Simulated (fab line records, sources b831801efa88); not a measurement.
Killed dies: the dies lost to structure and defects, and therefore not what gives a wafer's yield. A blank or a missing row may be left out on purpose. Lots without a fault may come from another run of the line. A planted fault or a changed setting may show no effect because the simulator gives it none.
Chamber matching	flow gf180mcu	4 sister chambers for GF_V5_CMP_04 on cmp-02
The step polishes SiO2. 4 wafers are shown with their chamber, then 8 later ones without.

EACH WAFER AND ITS CHAMBER
wafer	chamber	motor-current-A (A)
L091.1	0	12.9
L091.2	3	14.1
L091.3	1	11.2
L091.4	2	12.2

WAFERS WITH NO CHAMBER GIVEN
wafer	motor-current-A (A)
L091.5	14.1
L091.6	12.7
L093.1	11.8
L093.2	11.3
L093.3	11.9
L093.4	14.4
L093.5	11.0
L093.6	12.2

CHAMBER TAKEN BY EACH
wafer	from the rows above	in truth
L091.5	3	3
L091.6	can't be placed: 0 or 2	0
L093.1	can't be placed: 2 or 1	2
L093.2	1	1
L093.3	can't be placed: 2 or 1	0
L093.4	3	3
L093.5	1	1
L093.6	2	2
Correctly placed: 5 of 8. These rows do not allow placing 3 (true chamber among the candidates in 2). Wrongly placed: 0.
How it was worked out, from the rows above alone: a wafer's distance from a chamber is the root of the sum, over the readings, of the square of ((its reading less the chamber's mean) divided by the reading's scatter). If the next closest chamber is less than 2 further off than the closest, the wafer can't be placed; otherwise it belongs to the closest. The mean given for a chamber averages the wafers shown for that chamber. The scatter: root of mean squared gap, hidden wafer to nearest shown wafer, with one shown wafer a chamber.
